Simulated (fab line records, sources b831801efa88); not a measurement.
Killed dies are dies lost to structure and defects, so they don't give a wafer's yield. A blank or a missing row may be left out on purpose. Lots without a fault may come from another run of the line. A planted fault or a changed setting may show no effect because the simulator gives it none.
A struck lot beside a sound one | flow sky130 | 17 steps out of a route of 708
Sound: wafers L888.4, L888.5, L888.6. Struck: wafers L902.1, L902.2, L902.5. The cause comes at the end.
At each step with rows: each side's tool, then ch and its chambers, then its first start. Under that, the readings that differ: sound wafers | struck wafers | difference of the means | sigmas: that difference in standard deviations of wafers without a fault.
alike: readings whose means differ by less than 2 such deviations, and words and numbers that are the same on both sides. not compared: withheld readings, readings that some wafer has no value for, bounds like >300 that may hide the same value, and numbers for which the record gives no deviation and whose values overlap.
The two part at a step that has a row with sigmas, a row that says differs or no value, or rows on one side only. Numbers that don't overlap but have no deviation are shown without sigmas and don't part them. A reading that every wafer of one side lacks parts them only if that side has two wafers or more.

SKY_LDD_HVN_OVL_MEAS_07:
  sound on overlay-01, day 21 20:21; struck on overlay-02, day 25 22:11
  alike: LDD_HVN_OVL
then, 1 step without rows for these wafers: SKY_LDD_HVN_IMPLANT_08.
SKY_LDD_HVN_STRIP_09: strips in O2/N2.
  sound on plasma_asher-03 ch 0,1, day 21 20:33; struck on plasma_asher-03 ch 0,1, day 25 22:23
  alike: drypump_motor_current_A, o2_flow_sccm, oes_product_au, strip_time_to_endpoint_s
  not compared: rf_hours_counter_h
SKY_LDD_HVN_TW_MEAS_10:
  sound on film_metro-03, day 21 20:39; struck on film_metro-01, day 25 22:29
  alike: LDD_HVN_TW
then, 7 steps without rows for these wafers: SKY_LDD_HVP_DEHYDRATE_00 (time 60 s); SKY_LDD_HVP_HMDS_01 (prime time 60 s); SKY_LDD_HVP_COAT_02 (resist thk 300 nm); SKY_LDD_HVP_SOFTBAKE_03 (time 60 s); SKY_LDD_HVP_EXPOSE_04 (exposes mask HVPTM, target cd 700 nm); SKY_LDD_HVP_PEB_05; SKY_LDD_HVP_DEVELOP_06 (develop time 60 s).
SKY_LDD_HVP_OVL_MEAS_07:
  sound on overlay-01, day 23 02:25; struck on overlay-02, day 27 03:02
  alike: LDD_HVP_OVL
SKY_LDD_HVP_IMPLANT_08:
  sound on implanter-02 ch 0, day 23 02:31; struck on implanter-02 ch 0, day 27 03:04
  reading            | sound                | struck             | difference | sigmas
  tilt_deg (degrees) | 17.910 17.904 17.904 | 0.005 -0.012 0.022 | -17.901    | -99 or more
  alike: dose_ions_cm2
SKY_LDD_HVP_STRIP_09: strips in O2/N2.
  sound on plasma_asher-01 ch 0,1, day 23 02:37; struck on plasma_asher-03 ch 0,1, day 27 03:13
  alike: drypump_motor_current_A, o2_flow_sccm, oes_product_au, strip_time_to_endpoint_s
  not compared: rf_hours_counter_h
SKY_LDD_HVP_TW_MEAS_10:
  sound on film_metro-04, day 23 02:43; struck on film_metro-02, day 27 03:19
  reading    | sound       | struck      | difference | sigmas
  LDD_HVP_TW | 445 449 447 | 402 406 406 | -42        | -12
then, 1 step without rows for these wafers: SKY_LDD_LDN_DEHYDRATE_00 (time 60 s).
-- the record jumps here: 22 days lie between the struck wafers' starts before and after (it left off in module LDD_LDN and takes up again in module PAD_OPEN, whose first step shown is number 708 of the route) --
SKY_PAD_OPEN_PROBE_99:
  sound on prober-02, day 46 15:43; struck on prober-01, day 49 12:11
  reading                        | sound          | struck         | difference | sigmas
  model.etest.tip_p_5v.rs_ohm_sq | 2896 2876 2886 | 2697 2721 2721 | -173       |
  alike: killed_at_M0_to_M3, killed_at_M4_up, killed_at_contacts, killed_at_front_end, killed_at_other, killed_dies, killed_open, killed_short

WHERE THEY PART
First at SKY_LDD_HVP_IMPLANT_08; last, within this record, at SKY_LDD_HVP_TW_MEAS_10. Later steps at which nothing parts them and some readings are alike: SKY_PAD_OPEN_PROBE_99.

WHY: what the simulator had put in
Process parameter drift: implanter-02, from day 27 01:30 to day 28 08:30, at SKY_LDD_HVP_IMPLANT_08. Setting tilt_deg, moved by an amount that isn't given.
